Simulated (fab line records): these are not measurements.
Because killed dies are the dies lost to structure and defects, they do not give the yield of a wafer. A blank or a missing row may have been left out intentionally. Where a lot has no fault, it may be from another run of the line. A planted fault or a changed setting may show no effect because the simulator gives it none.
Which tool is to blame? | flow gf180mcu | Sampling: 14 lots, 42 wafers, 2 of 602 route steps

== WHAT THE GAUGES SHOWED, per wafer ==
GF_M1_RS_MEAS_05: the measuring method here is four-point-probe.
lot  | measured     | on            | M1_ALCU_RS (ohm/sq)
L566 | day 16 22:44 | film_metro-03 | 0.0699 0.0697 0.0699
L567 | day 17 04:38 | film_metro-03 | 0.0693 0.0690 0.0686
L570 | day 18 16:59 | film_metro-04 | 0.0710 0.0698 0.0701
L571 | day 18 21:58 | film_metro-04 | 0.0689 0.0693 0.0692
L572 | day 19 03:17 | film_metro-03 | 0.0691 0.0694 0.0699
L573 | day 19 08:04 | film_metro-04 | 0.0696 0.0694 0.0696
L574 | day 20 02:09 | film_metro-02 | 0.0713 0.0712 0.0709
L575 | day 20 04:53 | film_metro-03 | 0.0704 0.0705 0.0698
L580 | day 22 07:39 | film_metro-04 | 0.0708 0.0705 0.0703
L581 | day 22 09:55 | film_metro-02 | 0.0698 0.0697 0.0701
L582 | day 23 02:50 | film_metro-04 | 0.0703 0.0704 0.0704
L584 | day 23 09:50 | film_metro-03 | 0.0704 0.0707 0.0705
L585 | day 23 15:17 | film_metro-02 | 0.0704 0.0701 0.0704
L586 | day 24 04:50 | film_metro-02 | 0.0707 0.0699 0.0701

== EACH LOT AND THE TOOL THAT RAN IT (in order: tool; ch and the chambers of the sampled wafers; start) ==
lot  | GF_PSD_DEVELOP_06
L566 | litho_track-01 ch 0, day 14 22:01
L567 | litho_track-01 ch 0, day 15 03:07
L570 | litho_track-03 ch 0, day 16 14:32
L571 | litho_track-03 ch 0, day 16 18:50
L572 | litho_track-03, day 16 23:50
L573 | litho_track-04, day 17 05:07
L574 | litho_track-03 ch 0, day 17 17:38
L575 | litho_track-03 ch 0, day 18 00:11
L580 | litho_track-03 ch 0, day 20 03:29
L581 | litho_track-03 ch 0, day 20 05:31
L582 | litho_track-04 ch 0, day 21 00:07
L584 | litho_track-03 ch 0, day 21 07:11
L585 | litho_track-03 ch 0, day 21 13:44
L586 | litho_track-03 ch 0, day 22 03:32
- GF_PSD_DEVELOP_06: develop time 60 s.

== AS READ BY THE TOOLS THEMSELVES (means over the sampled wafers that have a number; for cases with no such wafer, the mark the record gives instead) ==
GF_PSD_DEVELOP_06.
lot  | tool           | chill_plate_temp_C (C)
L566 | litho_track-01 | 22.88
L567 | litho_track-01 | 22.85
L570 | litho_track-03 | 22.87
L571 | litho_track-03 | 22.89
L572 | litho_track-03 | -
L573 | litho_track-04 | -
L574 | litho_track-03 | 23.06
L575 | litho_track-03 | 22.98
L580 | litho_track-03 | 23.07
L581 | litho_track-03 | 22.99
L582 | litho_track-04 | 23.05
L584 | litho_track-03 | 23.08
L585 | litho_track-03 | 22.96
L586 | litho_track-03 | 23.11

== THE ANSWER, worked out from the rows above alone ==
Rule: what is usual is taken from the lots themselves. Put in order of their means at a reading, lots are off if they are a third of the lots or fewer, leave a main group of 4 or more, and stand apart from it by a gap of 3 or more times the standard deviation of the main group's means; of several such gaps the widest counts. A main group whose means are all the same, to the digits that the tables above print for the reading, isn't used. Also off: a lot with no number at a reading for which 4 or more lots have one. Where the step has rows for the other lots, those lots are counted as sound. First the gauges in route order, then the tools' own readings, where a lot's mean is used as printed above. At the first step where some lot is off, the reading lying furthest off is the one used; lots without a number count as furthest.
Off, at GF_PSD_DEVELOP_06 on chill_plate_temp_C: L572, L573. Without a number there: L572, L573. The main group has a mean of 22.98 C with a standard deviation of 0.088.
A tool fits if, at that step or a process step before it, it ran every lot that is off, and no sound lot after the first of them. Not one of the candidates tried fits.

== WHAT WAS PUT IN BY THE SIMULATOR ==
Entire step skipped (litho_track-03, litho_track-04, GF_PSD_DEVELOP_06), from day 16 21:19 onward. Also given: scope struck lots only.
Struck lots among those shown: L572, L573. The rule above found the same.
